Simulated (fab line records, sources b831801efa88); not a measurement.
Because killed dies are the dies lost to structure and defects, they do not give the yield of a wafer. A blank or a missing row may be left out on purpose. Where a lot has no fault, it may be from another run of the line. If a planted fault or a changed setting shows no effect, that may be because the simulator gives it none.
fab line records -- flow sky130
record: lots: 24, wafers: 72, lastDay: 50
route steps=708 shown CONTACT@423 METAL1@449 VIA1@481 METAL2@499 VIA2@510 METAL3@565
lots with no fault: from the same line, run without faults
startH: start of the lot's first displayed wafer, in hours after the record's first day -- waitH: how many hours have passed since the lot's step before this one -- " as in the row above -- L1.1+2: one row covering several wafers at once -- - value missing, or start not given -- * or withheld: withheld -- < > ~ a bound
route shown NAME@n: NAME is a module with steps in the file, n the number in the route of the first one -- usual: the fault-free wafers' mean and standard deviation -- same: alike in all rows -- chamber/n: place in a boat -- sites: the reading at each site -- _std_site: standard deviation of those values -- _edge_site: inner sites' mean taken away from outer sites' mean -- radiusMm: how far each site lies from the wafer's centre -- mask NAME#n: copy n -- behind: the tool/chamber that last shaped the wafer -- hold: cause of the lot's hold/its duration in hours/its outcome -- device: which transistor (n, p or np) failed to switch -- end of line: at the end of the route, the tests of the same wafers -- a step without rows: its recipe alone -- killed: dies that structure and defects cost at the first sort, which is not the same as the wafer's yield -- map: a wafer's dies, x killed, . not, _ none there
set.NAME: the run value of the setting; set.NAME@STEP: its run value at that earlier step -- model.NAME: the simulator's own value behind a step, which no gauge read
a sample of lots followed through the steps of the route, with each step as a table and each wafer as a row
services: from which hour (startH, from the record's first day; less than 0 if before it) a tool's chamber was out of use, for how many hours, and why
== steps ==
step: SKY_CONTACT_ETCH_17
recipe: target: SiO2, chemistry: C4F8/O2/Ar, stopOn: Si3N4, maskMaterial: KrF-thick, sourceW: 1500, biasW: 1200, pressureMtorr: 40, c4f8FlowSccm: withheld, O2_flow_sccm: 6, Ar_flow_sccm: 300, timeS: withheld, targetDepthA: 3400
usual: oesProductAu: 0.891/0.005
lot.wafer,tool,chamber,startH,waitH,oesProductAu
L074.4,rieDiel-04,2,736.06,0.0,0.893
L074.5,rieDiel-04,3,736.06,0.0,0.894
L074.6,rieDiel-04,0,736.06,0.0,0.877
L076.2,rieDiel-04,0,745.15,0.0,0.895
L076.3,rieDiel-04,1,745.15,0.0,0.884
L076.6,rieDiel-04,2,745.15,0.0,0.890
L075.1,rieDiel-02,1,748.56,0.0,0.887
L075.2,rieDiel-02,2,748.56,0.0,0.896
L075.3,rieDiel-02,3,748.56,0.0,0.891
L078.4,rieDiel-02,1,772.23,0.0,0.893
L078.5,rieDiel-02,3,772.23,0.0,0.889
L078.6,rieDiel-02,2,772.23,0.0,0.894
L077.2,rieDiel-04,2,776.95,0.0,0.884
L077.3,rieDiel-04,0,776.95,0.0,0.891
L077.5,rieDiel-04,3,776.95,0.0,0.876
L079.1,rieDiel-01,1,784.21,0.0,0.885
L079.2,rieDiel-01,3,784.21,0.0,0.882
L079.5,rieDiel-01,1,784.21,0.0,0.899
L080.2,rieDiel-01,1,795.98,0.0,0.892
L080.3,rieDiel-01,0,795.98,0.0,0.894
L080.6,rieDiel-01,3,795.98,0.0,0.896
L081.2,rieDiel-01,0,799.53,0.0,0.894
L081.5,rieDiel-01,0,799.53,0.0,0.881
L081.6,rieDiel-01,3,799.53,0.0,0.903
L082.3,rieDiel-02,0,807.88,0.0,0.893
L082.4,rieDiel-02,2,807.88,0.0,0.889
L082.6,rieDiel-02,3,807.88,0.0,0.897
L083.1,rieDiel-01,2,812.71,0.0,0.892
L083.5,rieDiel-01,3,812.71,0.0,0.881
L083.6,rieDiel-01,2,812.71,0.0,0.889
L084.2,rieDiel-01,3,828.96,0.0,0.888
L084.3,rieDiel-01,0,828.96,0.0,0.885
L084.4,rieDiel-01,2,828.96,0.0,0.891
L086.2,rieDiel-01,1,833.93,0.0,0.892
L086.3,rieDiel-01,2,833.93,0.0,0.892
L086.6,rieDiel-01,0,833.93,0.0,0.888
L085.1,rieDiel-04,2,837.08,0.0,0.888
L085.4,rieDiel-04,0,837.08,0.0,0.896
L085.6,rieDiel-04,2,837.08,0.0,0.894
L088.2,rieDiel-04,1,840.62,0.0,0.891
L088.4,rieDiel-04,1,840.62,0.0,0.887
L088.5,rieDiel-04,0,840.62,0.0,0.894
L087.2,rieDiel-02,3,846.58,0.0,0.889
L087.3,rieDiel-02,0,846.58,0.0,0.884
L087.4,rieDiel-02,2,846.58,0.0,0.889
L089.2,rieDiel-04,0,852.18,0.0,0.900
L089.5,rieDiel-04,1,852.18,0.0,0.894
L089.6,rieDiel-04,0,852.18,0.0,0.893
L090.1,rieDiel-01,0,853.18,0.0,0.890
L090.2,rieDiel-01,3,853.18,0.0,0.905
L090.6,rieDiel-01,3,853.18,0.0,0.889
L091.2,rieDiel-01,1,867.45,0.0,0.894
L091.4,rieDiel-01,0,867.45,0.0,0.896
L091.5,rieDiel-01,1,867.45,0.0,0.888
L092.1,rieDiel-01,1,873.10,0.0,0.891
L092.2,rieDiel-01,0,873.10,0.0,0.887
L092.4,rieDiel-01,2,873.10,0.0,0.897
L093.1,rieDiel-02,1,877.66,0.0,0.890
L093.2,rieDiel-02,2,877.66,0.0,0.897
L093.6,rieDiel-02,3,877.66,0.0,0.891
L094.3,rieDiel-04,1,884.80,0.0,0.886
L094.4,rieDiel-04,2,884.80,0.0,0.885
L094.5,rieDiel-04,0,884.80,0.0,0.884
L095.3,rieDiel-04,0,896.16,0.0,0.898
L095.5,rieDiel-04,2,896.16,0.0,0.892
L095.6,rieDiel-04,0,896.16,0.0,0.889
L096.1,rieDiel-01,0,914.95,0.0,0.885
L096.3,rieDiel-01,0,914.95,0.0,0.895
L096.5,rieDiel-01,3,914.95,0.0,0.898
L097.1,rieDiel-02,1,918.81,0.0,0.892
L097.5,rieDiel-02,1,918.81,0.0,0.885
L097.6,rieDiel-02,0,918.81,0.0,0.892
step: SKY_METAL1_CD_MEAS_15
recipe: targetCdNm: 140
usual: cdNm: 140.6/1.5
lot.wafer,tool,chamber,startH,waitH,cdNm
L074.4,cdSem-02,-,764.92,-,140.6
L074.5,cdSem-02,-,764.92,-,140.4
L074.6,cdSem-02,-,764.92,-,140.0
L076.2,cdSem-02,-,774.13,-,141.0
L076.3,cdSem-02,-,774.13,-,141.9
L076.6,cdSem-02,-,774.13,-,141.8
L075.1,cdSem-02,-,776.48,-,142.5
L075.2,cdSem-02,-,776.48,-,142.8
L075.3,cdSem-02,-,776.48,-,141.5
L078.4,cdSem-02,-,801.17,-,141.5
L078.5,cdSem-02,-,801.17,-,140.8
L078.6,cdSem-02,-,801.17,-,139.1
L077.2,cdSem-02,-,805.50,-,140.9
L077.3,cdSem-02,-,805.50,-,142.2
L077.5,cdSem-02,-,805.50,-,140.6
L079.1,cdSem-01,-,813.28,-,140.0
L079.2,cdSem-01,-,813.28,-,140.7
L079.5,cdSem-01,-,813.28,-,140.5
L080.2,cdSem-02,-,824.15,-,141.8
L080.3,cdSem-02,-,824.15,-,141.5
L080.6,cdSem-02,-,824.15,-,140.7
L081.2,cdSem-02,-,827.97,-,142.1
L081.5,cdSem-02,-,827.97,-,140.8
L081.6,cdSem-02,-,827.97,-,142.6
L082.3,cdSem-01,-,836.09,-,140.6
L082.4,cdSem-01,-,836.09,-,140.7
L082.6,cdSem-01,-,836.09,-,141.3
L083.1,cdSem-01,-,840.30,-,142.0
L083.5,cdSem-01,-,840.30,-,141.8
L083.6,cdSem-01,-,840.30,-,139.6
L084.2,cdSem-02,-,856.45,-,144.0
L084.3,cdSem-02,-,856.45,-,141.7
L084.4,cdSem-02,-,856.45,-,142.4
L086.2,cdSem-01,-,860.63,-,140.0
L086.3,cdSem-01,-,860.63,-,138.5
L086.6,cdSem-01,-,860.63,-,139.5
L085.1,cdSem-02,-,864.93,-,137.7
L085.4,cdSem-02,-,864.93,-,140.1
L085.6,cdSem-02,-,864.93,-,140.2
L088.2,cdSem-01,-,868.23,-,138.9
L088.4,cdSem-01,-,868.23,-,139.0
L088.5,cdSem-01,-,868.23,-,139.9
L087.2,cdSem-01,-,873.68,-,142.0
L087.3,cdSem-01,-,873.68,-,140.7
L087.4,cdSem-01,-,873.68,-,140.0
L089.2,cdSem-01,-,879.23,-,139.1
L089.5,cdSem-01,-,879.23,-,141.1
L089.6,cdSem-01,-,879.23,-,140.3
L090.1,cdSem-02,-,880.36,-,140.2
L090.2,cdSem-02,-,880.36,-,142.5
L090.6,cdSem-02,-,880.36,-,142.2
L091.2,cdSem-01,-,894.23,-,142.9
L091.4,cdSem-01,-,894.23,-,144.1
L091.5,cdSem-01,-,894.23,-,142.2
L092.1,cdSem-01,-,899.81,-,140.4
L092.2,cdSem-01,-,899.81,-,140.5
L092.4,cdSem-01,-,899.81,-,140.7
L093.1,cdSem-02,-,904.16,-,137.9
L093.2,cdSem-02,-,904.16,-,138.0
L093.6,cdSem-02,-,904.16,-,136.8
L094.3,cdSem-01,-,910.97,-,139.4
L094.4,cdSem-01,-,910.97,-,140.2
L094.5,cdSem-01,-,910.97,-,139.3
L095.3,cdSem-02,-,923.02,-,139.2
L095.5,cdSem-02,-,923.02,-,139.8
L095.6,cdSem-02,-,923.02,-,141.0
L096.1,cdSem-01,-,940.83,-,137.5
L096.3,cdSem-01,-,940.83,-,139.4
L096.5,cdSem-01,-,940.83,-,139.9
L097.1,cdSem-01,-,945.16,-,140.5
L097.5,cdSem-01,-,945.16,-,139.6
L097.6,cdSem-01,-,945.16,-,140.0
step: SKY_VIA1_THK_MEAS_23
recipe: thkMeasGauge: xrf, reads: W_of_VIA1_CVD_21
usual: VIA1_W_THK: 277/4.2
lot.wafer,tool,chamber,startH,waitH,VIA1_W_THK[nm]
L074.4,filmMetro-04,-,794.75,0.1,288
L074.5,filmMetro-04,-,794.75,0.1,283
L074.6,filmMetro-04,-,794.75,0.1,284
L076.2,filmMetro-02,-,804.22,0.1,278
L076.3,filmMetro-02,-,804.22,0.1,272
L076.6,filmMetro-02,-,804.22,0.1,270
L075.1,filmMetro-02,-,806.86,0.1,275
L075.2,filmMetro-02,-,806.86,0.1,273
L075.3,filmMetro-02,-,806.86,0.1,274
L078.4,filmMetro-02,-,829.20,0.1,280
L078.5,filmMetro-02,-,829.20,0.1,277
L078.6,filmMetro-02,-,829.20,0.1,280
L077.2,filmMetro-03,-,835.20,0.1,272
L077.3,filmMetro-03,-,835.20,0.1,277
L077.5,filmMetro-03,-,835.20,0.1,278
L079.1,filmMetro-03,-,841.97,0.1,281
L079.2,filmMetro-03,-,841.97,0.1,280
L079.5,filmMetro-03,-,841.97,0.1,282
L080.2,filmMetro-02,-,852.92,0.1,275
L080.3,filmMetro-02,-,852.92,0.1,268
L080.6,filmMetro-02,-,852.92,0.1,270
L081.2,filmMetro-02,-,856.68,0.1,269
L081.5,filmMetro-02,-,856.68,0.1,276
L081.6,filmMetro-02,-,856.68,0.1,270
L082.3,filmMetro-03,-,865.32,0.1,280
L082.4,filmMetro-03,-,865.32,0.1,276
L082.6,filmMetro-03,-,865.32,0.1,282
L083.1,filmMetro-04,-,869.16,0.1,280
L083.5,filmMetro-04,-,869.16,0.1,276
L083.6,filmMetro-04,-,869.16,0.1,283
L084.2,filmMetro-03,-,884.18,0.1,281
L084.3,filmMetro-03,-,884.18,0.1,276
L084.4,filmMetro-03,-,884.18,0.1,280
L086.2,filmMetro-02,-,887.66,0.1,277
L086.3,filmMetro-02,-,887.66,0.1,274
L086.6,filmMetro-02,-,887.66,0.1,272
L085.1,filmMetro-03,-,893.22,0.1,279
L085.4,filmMetro-03,-,893.22,0.1,282
L085.6,filmMetro-03,-,893.22,0.1,279
L088.2,filmMetro-02,-,896.23,0.1,271
L088.4,filmMetro-02,-,896.23,0.1,276
L088.5,filmMetro-02,-,896.23,0.1,272
L087.2,filmMetro-03,-,902.18,0.1,283
L087.3,filmMetro-03,-,902.18,0.1,279
L087.4,filmMetro-03,-,902.18,0.1,286
L089.2,filmMetro-03,-,907.13,0.1,285
L089.5,filmMetro-03,-,907.13,0.1,276
L089.6,filmMetro-03,-,907.13,0.1,281
L090.1,filmMetro-02,-,908.56,0.1,272
L090.2,filmMetro-02,-,908.56,0.1,276
L090.6,filmMetro-02,-,908.56,0.1,281
L091.2,filmMetro-02,-,921.93,0.1,273
L091.4,filmMetro-02,-,921.93,0.1,275
L091.5,filmMetro-02,-,921.93,0.1,282
L092.1,filmMetro-04,-,927.27,0.1,277
L092.2,filmMetro-04,-,927.27,0.1,273
L092.4,filmMetro-04,-,927.27,0.1,277
L093.1,filmMetro-03,-,931.12,0.1,278
L093.2,filmMetro-03,-,931.12,0.1,283
L093.6,filmMetro-03,-,931.12,0.1,278
L094.3,filmMetro-04,-,937.98,0.1,278
L094.4,filmMetro-04,-,937.98,0.1,275
L094.5,filmMetro-04,-,937.98,0.1,281
L095.3,filmMetro-04,-,950.30,0.1,274
L095.5,filmMetro-04,-,950.30,0.1,273
L095.6,filmMetro-04,-,950.30,0.1,279
L096.1,filmMetro-03,-,966.86,0.1,276
L096.3,filmMetro-03,-,966.86,0.1,278
L096.5,filmMetro-03,-,966.86,0.1,275
L097.1,filmMetro-03,-,971.86,0.1,278
L097.5,filmMetro-03,-,971.86,0.1,273
L097.6,filmMetro-03,-,971.86,0.1,279
step: SKY_METAL2_OVL_MEAS_16
usual: METAL2_OVL: -2/4.9
lot.wafer,tool,chamber,startH,waitH,METAL2_OVL[nm]
L074.4,overlay-01,-,822.39,0.1,-2
L074.5,overlay-01,-,822.39,0.1,-5
L074.6,overlay-01,-,822.39,0.1,-4
L076.2,overlay-01,-,831.41,0.1,-7
L076.3,overlay-01,-,831.41,0.1,-6
L076.6,overlay-01,-,831.41,0.1,-1
L075.1,overlay-01,-,834.62,0.1,-2
L075.2,overlay-01,-,834.62,0.1,6
L075.3,overlay-01,-,834.62,0.1,2
L078.4,overlay-01,-,856.44,0.1,1
L078.5,overlay-01,-,856.44,0.1,5
L078.6,overlay-01,-,856.44,0.1,0
L077.2,overlay-02,-,862.11,0.1,4
L077.3,overlay-02,-,862.11,0.1,0
L077.5,overlay-02,-,862.11,0.1,1
L079.1,overlay-02,-,868.93,0.1,-1
L079.2,overlay-02,-,868.93,0.1,6
L079.5,overlay-02,-,868.93,0.1,1
L080.2,overlay-01,-,879.31,0.1,-3
L080.3,overlay-01,-,879.31,0.1,6
L080.6,overlay-01,-,879.31,0.1,-4
L081.2,overlay-02,-,883.03,0.1,0
L081.5,overlay-02,-,883.03,0.1,-11
L081.6,overlay-02,-,883.03,0.1,-6
L082.3,overlay-02,-,891.59,0.1,0
L082.4,overlay-02,-,891.59,0.1,-4
L082.6,overlay-02,-,891.59,0.1,-2
L083.1,overlay-01,-,894.88,0.1,0
L083.5,overlay-01,-,894.88,0.1,-1
L083.6,overlay-01,-,894.88,0.1,-6
L084.2,overlay-02,-,909.81,0.1,9
L084.3,overlay-02,-,909.81,0.1,3
L084.4,overlay-02,-,909.81,0.1,5
L086.2,overlay-02,-,913.78,0.1,3
L086.3,overlay-02,-,913.78,0.1,7
L086.6,overlay-02,-,913.78,0.1,4
L085.1,overlay-01,-,918.80,0.1,0
L085.4,overlay-01,-,918.80,0.1,-8
L085.6,overlay-01,-,918.80,0.1,-7
L088.2,overlay-01,-,922.46,0.1,-2
L088.4,overlay-01,-,922.46,0.1,8
L088.5,overlay-01,-,922.46,0.1,-2
L087.2,overlay-01,-,927.58,0.1,-6
L087.3,overlay-01,-,927.58,0.1,-2
L087.4,overlay-01,-,927.58,0.1,-5
L089.2,overlay-02,-,932.76,0.1,-10
L089.5,overlay-02,-,932.76,0.1,-11
L089.6,overlay-02,-,932.76,0.1,-8
L090.1,overlay-02,-,933.83,0.1,-5
L090.2,overlay-02,-,933.83,0.1,-6
L090.6,overlay-02,-,933.83,0.1,-10
L091.2,overlay-01,-,946.73,0.1,-8
L091.4,overlay-01,-,946.73,0.1,-7
L091.5,overlay-01,-,946.73,0.1,-7
L092.1,overlay-02,-,952.33,0.1,3
L092.2,overlay-02,-,952.33,0.1,-2
L092.4,overlay-02,-,952.33,0.1,2
L093.1,overlay-02,-,956.20,0.1,-1
L093.2,overlay-02,-,956.20,0.1,0
L093.6,overlay-02,-,956.20,0.1,-3
L094.3,overlay-02,-,962.72,0.1,3
L094.4,overlay-02,-,962.72,0.1,2
L094.5,overlay-02,-,962.72,0.1,1
L095.3,overlay-02,-,974.99,0.1,2
L095.5,overlay-02,-,974.99,0.1,3
L095.6,overlay-02,-,974.99,0.1,-3
L096.1,overlay-01,-,990.13,0.1,-2
L096.3,overlay-01,-,990.13,0.1,2
L096.5,overlay-01,-,990.13,0.1,-4
L097.1,overlay-01,-,995.48,0.1,2
L097.5,overlay-01,-,995.48,0.1,-7
L097.6,overlay-01,-,995.48,0.1,-3
step: SKY_VIA2_BOW_MEAS_03
recipe: mode: bow
usual: VIA2_BOW: 86/6.2
lot.wafer,tool,chamber,startH,waitH,VIA2_BOW[um]
L074.4,filmMetro-01,-,823.74,0.3,72
L074.5,filmMetro-01,-,823.74,0.3,88
L074.6,filmMetro-01,-,823.74,0.3,77
L076.2,filmMetro-04,-,832.74,0.2,98
L076.3,filmMetro-04,-,832.74,0.2,96
L076.6,filmMetro-04,-,832.74,0.2,91
L075.1,filmMetro-01,-,835.93,0.2,96
L075.2,filmMetro-01,-,835.93,0.2,80
L075.3,filmMetro-01,-,835.93,0.2,87
L078.4,filmMetro-03,-,857.78,0.2,90
L078.5,filmMetro-03,-,857.78,0.2,88
L078.6,filmMetro-03,-,857.78,0.2,80
L077.2,filmMetro-01,-,863.42,0.3,90
L077.3,filmMetro-01,-,863.42,0.3,90
L077.5,filmMetro-01,-,863.42,0.3,81
L079.1,filmMetro-01,-,870.27,0.2,93
L079.2,filmMetro-01,-,870.27,0.2,93
L079.5,filmMetro-01,-,870.27,0.2,89
L080.2,filmMetro-01,-,880.65,0.2,94
L080.3,filmMetro-01,-,880.65,0.2,85
L080.6,filmMetro-01,-,880.65,0.2,92
L081.2,filmMetro-03,-,884.35,0.2,84
L081.5,filmMetro-03,-,884.35,0.2,85
L081.6,filmMetro-03,-,884.35,0.2,81
L082.3,filmMetro-03,-,892.93,0.2,90
L082.4,filmMetro-03,-,892.93,0.2,103
L082.6,filmMetro-03,-,892.93,0.2,77
L083.1,filmMetro-01,-,896.37,0.1,84
L083.5,filmMetro-01,-,896.37,0.1,88
L083.6,filmMetro-01,-,896.37,0.1,98
L084.2,filmMetro-04,-,911.12,0.2,96
L084.3,filmMetro-04,-,911.12,0.2,91
L084.4,filmMetro-04,-,911.12,0.2,96
L086.2,filmMetro-01,-,915.09,0.2,80
L086.3,filmMetro-01,-,915.09,0.2,82
L086.6,filmMetro-01,-,915.09,0.2,77
L085.1,filmMetro-03,-,920.29,0.2,83
L085.4,filmMetro-03,-,920.29,0.2,94
L085.6,filmMetro-03,-,920.29,0.2,94
L088.2,filmMetro-04,-,923.77,0.1,81
L088.4,filmMetro-04,-,923.77,0.1,82
L088.5,filmMetro-04,-,923.77,0.1,92
L087.2,filmMetro-04,-,929.08,0.2,75
L087.3,filmMetro-04,-,929.08,0.2,87
L087.4,filmMetro-04,-,929.08,0.2,83
L089.2,filmMetro-04,-,934.10,0.3,82
L089.5,filmMetro-04,-,934.10,0.3,90
L089.6,filmMetro-04,-,934.10,0.3,85
L090.1,filmMetro-03,-,935.32,0.2,83
L090.2,filmMetro-03,-,935.32,0.2,83
L090.6,filmMetro-03,-,935.32,0.2,74
L091.2,filmMetro-03,-,948.08,0.1,88
L091.4,filmMetro-03,-,948.08,0.1,90
L091.5,filmMetro-03,-,948.08,0.1,95
L092.1,filmMetro-01,-,953.63,0.2,90
L092.2,filmMetro-01,-,953.63,0.2,86
L092.4,filmMetro-01,-,953.63,0.2,75
L093.1,filmMetro-04,-,957.58,0.1,86
L093.2,filmMetro-04,-,957.58,0.1,86
L093.6,filmMetro-04,-,957.58,0.1,89
L094.3,filmMetro-04,-,964.26,0.2,84
L094.4,filmMetro-04,-,964.26,0.2,93
L094.5,filmMetro-04,-,964.26,0.2,88
L095.3,filmMetro-01,-,976.36,0.1,81
L095.5,filmMetro-01,-,976.36,0.1,83
L095.6,filmMetro-01,-,976.36,0.1,83
L096.1,filmMetro-04,-,991.88,0.2,92
L096.3,filmMetro-04,-,991.88,0.2,76
L096.5,filmMetro-04,-,991.88,0.2,81
L097.1,filmMetro-01,-,996.96,0.2,82
L097.5,filmMetro-01,-,996.96,0.2,81
L097.6,filmMetro-01,-,996.96,0.2,94
step: SKY_METAL3_DESCUM_15
recipe: chemistry: O2, sourcePowerW: 150, biasPowerW: 0, pressureMtorr: 10, tempC: 40, timeS: 8
usual: drypumpMotorCurrentA: 5.8/0.43, oesProductAu: 1.004/0.01
lot.wafer,tool,chamber,startH,waitH,drypumpMotorCurrentA,oesProductAu,rfHoursCounterH
L074.4,rieMetal-02,0,903.27,0.0,6.5,1.010,-
L074.5,rieMetal-02,0,903.27,0.0,6.5,1.009,-
L074.6,rieMetal-02,1,903.27,0.0,6.3,1.014,-
L076.2,rieMetal-02,1,911.46,0.0,6.3,1.011,0
L076.3,rieMetal-02,1,911.46,0.0,6.3,1.000,-
L076.6,rieMetal-02,0,911.46,0.0,6.5,1.013,-
L075.1,rieMetal-02,1,915.86,0.0,6.3,1.011,1
L075.2,rieMetal-02,1,915.86,0.0,6.3,1.003,-
L075.3,rieMetal-02,1,915.86,0.0,6.3,1.009,-
L078.4,rieMetal-04,1,935.37,0.0,5.7,0.985,-
L078.5,rieMetal-04,1,935.37,0.0,5.7,0.997,-
L078.6,rieMetal-04,0,935.37,0.0,5.0,0.992,-
L077.2,rieMetal-04,0,940.67,0.0,5.0,0.997,17
L077.3,rieMetal-04,1,940.67,0.0,5.7,0.995,-
L077.5,rieMetal-04,0,940.67,0.0,5.0,0.999,-
L079.1,rieMetal-04,1,947.46,0.0,5.7,0.981,4
L079.2,rieMetal-04,0,947.46,0.0,5.0,0.989,17
L079.5,rieMetal-04,0,947.46,0.0,5.0,1.000,-
L080.2,rieMetal-04,1,956.96,0.0,5.7,0.998,5
L080.3,rieMetal-04,1,956.96,0.0,5.7,0.986,-
L080.6,rieMetal-04,0,956.96,0.0,5.0,1.006,-
L081.2,rieMetal-04,0,959.96,0.0,5.0,0.994,18
L081.5,rieMetal-04,0,959.96,0.0,5.0,0.992,-
L081.6,rieMetal-04,1,959.96,0.0,5.7,0.988,-
L082.3,rieMetal-02,1,968.42,0.0,6.3,1.013,-
L082.4,rieMetal-02,0,968.42,0.0,6.5,1.014,-
L082.6,rieMetal-02,0,968.42,0.0,6.5,0.995,-
L083.1,rieMetal-03,1,971.22,0.0,5.7,1.017,7
L083.5,rieMetal-03,1,971.22,0.0,5.7,1.016,-
L083.6,rieMetal-03,1,971.22,0.0,5.7,1.007,-
L084.2,rieMetal-03,1,985.07,0.0,5.7,1.009,-
L084.3,rieMetal-03,1,985.07,0.0,5.7,1.003,-
L084.4,rieMetal-03,1,985.07,0.0,5.7,1.007,-
L086.2,rieMetal-04,1,989.22,0.0,5.7,0.995,-
L086.3,rieMetal-04,1,989.22,0.0,5.7,0.998,-
L086.6,rieMetal-04,1,989.22,0.0,5.7,0.991,-
L085.1,rieMetal-03,1,993.57,0.0,5.7,1.022,10
L085.4,rieMetal-03,1,993.57,0.0,5.7,1.019,-
L085.6,rieMetal-03,1,993.57,0.0,5.7,1.014,-
L088.2,rieMetal-04,1,997.97,0.0,5.7,0.993,-
L088.4,rieMetal-04,1,997.97,0.0,5.6,1.002,-
L088.5,rieMetal-04,1,997.97,0.0,5.7,0.990,-
L087.2,rieMetal-02,0,1001.71,0.0,6.5,1.018,3
L087.3,rieMetal-02,0,1001.71,0.0,6.5,1.015,-
L087.4,rieMetal-02,1,1001.71,0.0,6.3,1.011,-
L089.2,rieMetal-03,1,1007.12,0.0,5.7,1.018,-
L089.5,rieMetal-03,1,1007.12,0.0,5.7,1.018,-
L089.6,rieMetal-03,1,1007.12,0.0,5.7,1.013,-
L090.1,rieMetal-03,1,1008.06,0.0,5.7,1.012,11
L090.2,rieMetal-03,1,1008.06,0.0,5.7,1.005,-
L090.6,rieMetal-03,1,1008.06,0.0,5.7,1.004,-
L091.2,rieMetal-03,1,1019.98,0.0,5.7,1.029,-
L091.4,rieMetal-03,1,1019.98,0.0,5.7,1.014,-
L091.5,rieMetal-03,1,1019.98,0.0,5.7,1.007,-
L092.1,rieMetal-03,1,1025.46,0.0,5.7,1.002,13
L092.2,rieMetal-03,1,1025.46,0.0,5.7,1.002,-
L092.4,rieMetal-03,1,1025.46,0.0,5.7,1.009,-
L093.1,rieMetal-04,1,1029.51,0.0,5.7,0.995,10
L093.2,rieMetal-04,1,1029.51,0.0,5.7,0.997,-
L093.6,rieMetal-04,1,1029.51,0.0,5.7,0.994,-
L094.3,rieMetal-04,1,1036.29,0.0,5.7,0.994,-
L094.4,rieMetal-04,1,1036.29,0.0,5.7,0.995,-
L094.5,rieMetal-04,1,1036.29,0.0,5.7,0.984,-
L095.3,rieMetal-02,0,1047.43,0.0,6.5,1.017,-
L095.5,rieMetal-02,1,1047.43,0.0,6.3,1.013,-
L095.6,rieMetal-02,0,1047.43,0.0,6.5,1.014,-
L096.1,rieMetal-03,1,1061.76,0.0,5.7,1.007,16
L096.3,rieMetal-03,0,1061.76,0.0,5.0,1.000,-
L096.5,rieMetal-03,1,1061.76,0.0,5.7,1.000,-
L097.1,rieMetal-02,1,1066.26,0.0,6.3,0.994,12
L097.5,rieMetal-02,0,1066.26,0.0,6.5,1.020,-
L097.6,rieMetal-02,1,1066.26,0.0,6.3,1.002,-
== services ==
tool,chamber,startH,hours,kind
rieDiel-04,1,717.12,14.5,repair
rieDiel-04,3,722.26,1.4,repair
rieMetal-03,0,752.81,3.8,repair
rieMetal-03,0,768.88,11.3,repair
rieDiel-02,-,784.56,0.1,repair
rieDiel-04,-,796.02,0.2,repair
rieDiel-04,3,811.53,132.0,repair
rieDiel-01,-,813.41,2.8,pm
rieMetal-04,1,818.27,-,clean
rieMetal-04,1,818.27,11.3,scheduledDown
rieMetal-04,1,818.27,11.3,ventCycle
rieDiel-02,-,851.03,0.2,repair
rieDiel-01,1,876.91,86.9,repair
rieDiel-02,0,876.93,2.8,repair
rieMetal-03,-,901.08,0.5,repair
rieDiel-01,2,913.82,1.8,repair
rieDiel-02,3,928.86,18.5,repair
rieMetal-04,-,930.37,0.8,repair
rieMetal-03,0,933.68,112.1,repair
rieDiel-04,3,963.90,4.3,repair
rieMetal-04,0,985.02,40.2,repair
rieDiel-02,0,996.02,2.6,repair
rieDiel-01,-,1026.96,0.9,repair
rieDiel-02,-,1063.87,14.6,pm
== key ==
fault none
